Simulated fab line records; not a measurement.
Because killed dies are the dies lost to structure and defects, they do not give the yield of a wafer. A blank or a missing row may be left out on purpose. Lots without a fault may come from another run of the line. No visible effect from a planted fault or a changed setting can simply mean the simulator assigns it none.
Split-lot trial    flow sky130    5 lots, 23 wafers read, on a route of 708 steps

## THE SPLIT
At SKY_FIELD_ISO_COAT_08 (resist thk 450 nm), the setting resistThkNm was moved away from the recipe's 450 nm on 8 of the 23 wafers read, by -3.8% to +5.0%. For the rest of the wafers, this setting stayed at what the recipe calls for.

## FROM THE SPLIT TO THE READING: what the file shows between them, 5 steps
- SKY_FIELD_ISO_EXPOSE_10: exposes mask FOM, target cd 150 nm (also split here: doseMj)
- SKY_FIELD_ISO_PEB_11
- SKY_FIELD_ISO_DEVELOP_12: develop time 60 s
- SKY_FIELD_ISO_CD_MEAS_13: target cd 150 nm
- SKY_FIELD_ISO_ETCH_14: etches BARC in N2/H2, stops on SiO2, time 45.9 s, target depth 60 nm

## THE READING
KrF-thick_of_FIELD_ISO_COAT_08.thkNm (the simulator's own value, which no gauge read), in nm, at SKY_FIELD_ISO_ETCH_15 (etches the open film in CHF3/O2, stops on Si, target depth 180 nm, time 72 s). There is no usual value for it anywhere in the file. Average 236.1 nm, standard deviation 2.6 nm, over the 15 wafers here run with the recipe.

wafer   tool, chamber at the split  resistThkNm as run, nm  against the recipe  KrF-thick_of_FIELD_ISO_COAT_08.thkNm, nm  against lot-mates on the recipe
L074.1  lithoTrack-03, 0            433.1                   -3.8%               217.6                                     -18.0
L074.6  lithoTrack-03, 0            433.1                   -3.8%               217.6                                     -18.0
L074.2  lithoTrack-03, 0            433.1                   -3.8%               215.9                                     -19.7
L074.3  lithoTrack-03, 0            450                     recipe              235.1                                     -
L074.4  lithoTrack-03, 0            450                     recipe              236                                       -
L076.2  lithoTrack-01, 0            450                     recipe              238.2                                     -
L076.3  lithoTrack-01, 0            450                     recipe              234.7                                     -
L076.4  lithoTrack-01, 0            450                     recipe              240.5                                     -
L076.5  lithoTrack-01, 0            472.4                   +5.0%               260                                       +22.2
L076.6  lithoTrack-01, 0            472.4                   +5.0%               259.7                                     +21.9
L078.1  lithoTrack-01, 0            458.2                   +1.8%               244.9                                     +10.4
L078.2  lithoTrack-01, 0            450                     recipe              234.8                                     -
L078.3  lithoTrack-01, 0            458.2                   +1.8%               245.3                                     +10.8
L078.4  lithoTrack-01, 0            450                     recipe              234.2                                     -
L078.6  lithoTrack-01, 0            458.2                   +1.8%               242.2                                     +7.7
L080.2  lithoTrack-01, 0            450                     recipe              238.3                                     -
L080.4  lithoTrack-01, 0            450                     recipe              232.1                                     -
L080.6  lithoTrack-01, 0            450                     recipe              231.4                                     -
L084.1  lithoTrack-04, 0            450                     recipe              236                                       -
L084.2  lithoTrack-04, 0            450                     recipe              239.5                                     -
L084.3  lithoTrack-04, 0            450                     recipe              239.3                                     -
L084.4  lithoTrack-04, 0            450                     recipe              234.6                                     -
L084.6  lithoTrack-04, 0            450                     recipe              237.5                                     -

THE FIT
A straight line over all 23 wafers: KrF-thick_of_FIELD_ISO_COAT_08.thkNm changes by +4.87 nm for each +1% of resistThkNm; r = +0.98; the points scatter about the line by 2.3 nm.
The same after taking each lot's own level away (the mean of its wafers on the recipe; 23 wafers): +4.73 nm for each +1%; r = +0.98; scatter 2 nm.
The reading moves by 24 nm for the largest change in resistThkNm, on that fit.
Measured against the standard deviation above, the lots' own levels, which go from 233.93 to 237.80 nm, span 1.5 times it.
Consequently the slope shifts little with the lot-to-lot level, the two slopes agreeing.
Check: for one of the wafers moved furthest among these (+5.0%), held out of the fit, the line's prediction against its lot-mates is +23.9 nm. It came out at +22.2 nm against them.

## OTHER SPLITS ON THESE WAFERS
Note: prior to the reading, these wafers also went through further splits. Each is held against what the fit with the lots' levels taken away leaves over:
other split on the same wafers      wafers away from the commonest value  r with KrF-thick_of_FIELD_ISO_COAT_08.thkNm (lot level and that fit taken away)
SKY_FIELD_ISO_OXIDATION_01 oxTimeS  15                                    +0.03
SKY_FIELD_ISO_EXPOSE_10 doseMj      7                                     +0.06

## THE WHOLE CHAIN: every reading that the file lists as answering this split, in the file's order
step                    what it does                                                                  reading                                                                                change (the file's fit)               r (the file's)
SKY_FIELD_ISO_COAT_08   resist thk 450 nm                                                             KrF-thick_of_FIELD_ISO_COAT_08.thkNm (the simulator's own value, which no gauge read)  +4.44 nm for each +1% of the setting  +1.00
SKY_FIELD_ISO_ETCH_14   etches BARC in N2/H2, stops on SiO2, time 45.9 s, target depth 60 nm          KrF-thick_of_FIELD_ISO_COAT_08.thkNm (the simulator's own value, which no gauge read)  +4.46 nm for each +1% of the setting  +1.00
SKY_FIELD_ISO_ETCH_15   etches the open film in CHF3/O2, stops on Si, target depth 180 nm, time 72 s  KrF-thick_of_FIELD_ISO_COAT_08.thkNm (the simulator's own value, which no gauge read)  +4.66 nm for each +1% of the setting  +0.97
SKY_FIELD_ISO_STRIP_16  strips in O2/N2                                                               stripTimeToEndpointS                                                                   withheld for each +1% of the setting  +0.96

## FILE'S OWN FIT
KrF-thick_of_FIELD_ISO_COAT_08.thkNm changes by +4.66 nm for each +1% of resistThkNm, r = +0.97.
